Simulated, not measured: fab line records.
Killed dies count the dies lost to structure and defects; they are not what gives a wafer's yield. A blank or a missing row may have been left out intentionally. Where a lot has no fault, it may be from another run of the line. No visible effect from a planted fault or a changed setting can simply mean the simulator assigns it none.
Struck lot and sound lot, side by side -- flow sky130 -- 43 steps out of a route of 708
Sound: these wafers, L300.1, L300.2, L300.5. Struck: wafer L308.3 (left out: L308.6, a lot-mate that was not struck); the cause follows at the end.
At each step with rows: each side's tool, then ch and its chambers, then its first start. Under that, the readings that differ: sound wafers -- struck wafers -- difference of the means -- sigmas: that difference in standard deviations of wafers without a fault.
alike: readings with means less than 2 such deviations apart, plus words and numbers identical on both sides. not compared: withheld readings, readings lacking a value on some wafer, bounds such as >300 that could conceal the same value, and numbers that have no deviation in the record and whose values overlap.
A row with sigmas, a row that says differs or no value, or rows on one side alone: a step with any of these is where the two part. Numbers that don't overlap but have no deviation are shown without sigmas and don't part them. A reading missing from all wafers of one side parts the sides only when that side holds two or more wafers.

first, 5 steps without rows for these wafers: SKY_FIELD_ISO_WET_ETCH_28 (etches SiO2 in dHF, target depth 23.7 nm, time 47 s); SKY_FIELD_ISO_WET_ETCH_29 (etches Si3N4 in H3PO4, target depth 160 nm, time 1825 s); SKY_FIELD_ISO_WET_ETCH_30 (etches SiO2 in dHF, target depth 25 nm, time 50 s); SKY_NWELL_CLEAN_00 (cleans in SC1/SC2, time 150 s); SKY_NWELL_OXIDATION_01 (stabilise 600 s, purge 300 s, target thk 10 nm).
SKY_NWELL_THK_MEAS_02:
  sound on filmMetro-04 at day 2 23:13; struck on filmMetro-02 at day 4 05:28
  alike: NWELL_OXIDATION_THK
then, 6 steps without rows for these wafers: SKY_DNWELL_DEHYDRATE_00 (time 60 s); SKY_DNWELL_HMDS_01 (prime time 60 s); SKY_DNWELL_COAT_02 (resist thk 3000 nm); SKY_DNWELL_SOFTBAKE_03; SKY_DNWELL_EXPOSE_04 (exposes mask DNM, target cd 3000 nm); SKY_DNWELL_PEB_05.
SKY_DNWELL_DEVELOP_06: develop time 60 s.
  sound on lithoTrack-04 ch 0, day 3 13:00; struck on lithoTrack-01 ch 0, day 4 21:00
  alike: developerTempC
then, 1 step without rows for these wafers: SKY_DNWELL_IMPLANT_07.
SKY_DNWELL_STRIP_08: strips in O2/N2.
  sound on plasmaAsher-04 ch 0,1, day 3 14:17; struck on plasmaAsher-04 ch 0, day 4 22:02
  alike: drypumpMotorCurrentA, oesProductAu, stripTimeToEndpointS
  not compared: rfHoursCounterH
SKY_DNWELL_TW_MEAS_09:
  sound on filmMetro-03 at day 3 14:23; struck on filmMetro-04 at day 4 22:07
  alike: DNWELL_TW
then, 7 steps without rows for these wafers: SKY_PWDE_DEHYDRATE_00 (time 60 s); SKY_PWDE_HMDS_01 (prime time 60 s); SKY_PWDE_COAT_02 (resist thk 3000 nm); SKY_PWDE_SOFTBAKE_03; SKY_PWDE_EXPOSE_04 (exposes mask PWDEM, target cd 840 nm); SKY_PWDE_PEB_05; SKY_PWDE_DEVELOP_06 (develop time 60 s).
SKY_PWDE_OVL_MEAS_07:
  sound on overlay-02 at day 4 06:34; struck on overlay-01 at day 5 15:51
  alike: PWDE_OVL
then, 1 step without rows for these wafers: SKY_PWDE_IMPLANT_08.
SKY_PWDE_STRIP_09: strips in O2/N2.
  sound on plasmaAsher-04 ch 0,1, day 4 06:45; struck on plasmaAsher-04 ch 0, day 5 16:07
  alike: drypumpMotorCurrentA, oesProductAu, stripTimeToEndpointS
  not compared: rfHoursCounterH
SKY_PWDE_TW_MEAS_10:
  sound on filmMetro-03 at day 4 06:51; struck on filmMetro-04 at day 5 16:12
  alike: PWDE_TW
then, 7 steps without rows for these wafers: SKY_NWELL_DEHYDRATE_03 (time 60 s); SKY_NWELL_HMDS_04 (prime time 60 s); SKY_NWELL_COAT_05 (resist thk 3000 nm); SKY_NWELL_SOFTBAKE_06; SKY_NWELL_EXPOSE_07 (exposes mask NWM, target cd 840 nm); SKY_NWELL_PEB_08; SKY_NWELL_DEVELOP_09 (develop time 60 s).
SKY_NWELL_OVL_MEAS_10:
  sound on overlay-01 at day 5 00:33; struck on overlay-02 at day 6 11:09
  alike: NWELL_00_OVL
then, 3 steps without rows for these wafers: SKY_NWELL_IMPLANT_11; SKY_NWELL_IMPLANT_12; SKY_NWELL_IMPLANT_13.
SKY_NWELL_STRIP_14: strips in O2/N2.
  sound on plasmaAsher-03 ch 0,1, day 5 01:02; struck on plasmaAsher-03 ch 0, day 6 11:40
reading,sound,struck,difference,sigmas
drypumpMotorCurrentA (A),5.34 6.09 5.32,6.09,+0.51,+2
  alike: oesProductAu, stripTimeToEndpointS
  not compared: rfHoursCounterH
SKY_NWELL_TW_MEAS_15:
  sound on filmMetro-03 at day 5 01:08; struck on filmMetro-03 at day 6 11:44
  alike: NWELL_TW
then, 2 steps without rows for these wafers: SKY_NWELL_DEHYDRATE_16 (time 60 s); SKY_NWELL_HMDS_17 (prime time 60 s).
-- the record jumps here: 41 days lie between the struck wafers' starts before and after (it left off in module NWELL and takes up again in module PAD_OPEN, whose first step shown is number 708 of the route) --
SKY_PAD_OPEN_PROBE_99:
  sound on prober-02 at day 46 08:50; struck on prober-01 at day 47 23:12
reading,sound,struck,difference,sigmas
killedAtOther,0 0 0,2,+2,+4
model.etest.resDeepNwell.widthNm (nm),2989 2989 2982,2864,-123,
model.etest.resDeepNwell.lineOhmUm,733.9 723.2 747.1,779.9,+45.2,
  alike: killed_at_M0_to_M3, killed_at_M4_up, killedAtContacts, killedAtFrontEnd, killedDies, killedOpen, killedShort

== WHERE THEY PART ==
At SKY_NWELL_STRIP_14 first; at SKY_PAD_OPEN_PROBE_99 last (within this record only).

WHY: the cause the simulator had injected
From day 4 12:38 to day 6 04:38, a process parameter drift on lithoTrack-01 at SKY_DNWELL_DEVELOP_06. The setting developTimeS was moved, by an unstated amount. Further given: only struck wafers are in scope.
